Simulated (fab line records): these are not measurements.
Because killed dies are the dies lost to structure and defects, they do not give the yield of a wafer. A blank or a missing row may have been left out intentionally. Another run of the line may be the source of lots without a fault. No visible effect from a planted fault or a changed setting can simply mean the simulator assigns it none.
Which of the tools did it? + flow sky130 + at 1 step of a route of 708, 12 lots with 36 wafers sampled

WHAT EACH GAUGE READ, for each wafer
SKY_VIA2_OVL_MEAS_13.
| lot  | measured     | on         | VIA2_OVL (nm) |
|------|--------------|------------|---------------|
| L790 | day 36 23:27 | overlay-01 | 1 3 4         |
| L793 | day 37 06:08 | overlay-02 | -8 -4 -9      |
| L796 | day 38 07:40 | overlay-01 | -2 5 -1       |
| L797 | day 38 18:40 | overlay-02 | -12 -13 -13   |
| L798 | day 39 04:56 | overlay-01 | -1 -5 -7      |
| L800 | day 39 15:07 | overlay-01 | -2 -3 -1      |
| L799 | day 39 22:07 | overlay-02 | 0 -1 -7       |
| L805 | day 40 22:37 | overlay-02 | 5 6 2         |
| L806 | day 41 09:10 | overlay-02 | 13 4 3        |
| L809 | day 42 03:33 | overlay-01 | -2 -2 -2      |
| L811 | day 42 10:41 | overlay-01 | -2 6 8        |
| L813 | day 43 00:35 | overlay-01 | 1 -1 3        |

WHAT TOOL EACH LOT RAN ON (gives the tool, then ch and the chambers of the sampled wafers, and finally the start)
No process step before these readings appears in the record.

WHAT THE TOOLS THEMSELVES READ (means of the sampled wafers that have a number; where no wafer has one, the mark that the record gives instead)
The record holds no such reading with a usual standard deviation.

THE ANSWER, worked out from the rows above alone
Rule: usual is defined by the lots themselves. The widest of any qualifying gaps counts: lots, ordered by their means at a reading, are off when they make up no more than a third of the lots, leave a main group of 4 or more, and stand apart from it by 3 or more times the standard deviation of that group's means. If all means in a main group match to the digits the tables above print for the reading, that group is not used. A lot without any number at a reading at which 4 lots or more have one is off too. Where the step has rows for the other lots, those lots are counted as sound. The gauges are gone through in route order, then the tools' own readings, and for those a lot's mean is taken as printed above. The first step at which some lot is off is used, and at that step the reading that is off furthest; a lot without a number counts as furthest.
No lot is off at any reading shown: from this, nothing can be told.

WHAT WAS PUT IN BY THE SIMULATOR
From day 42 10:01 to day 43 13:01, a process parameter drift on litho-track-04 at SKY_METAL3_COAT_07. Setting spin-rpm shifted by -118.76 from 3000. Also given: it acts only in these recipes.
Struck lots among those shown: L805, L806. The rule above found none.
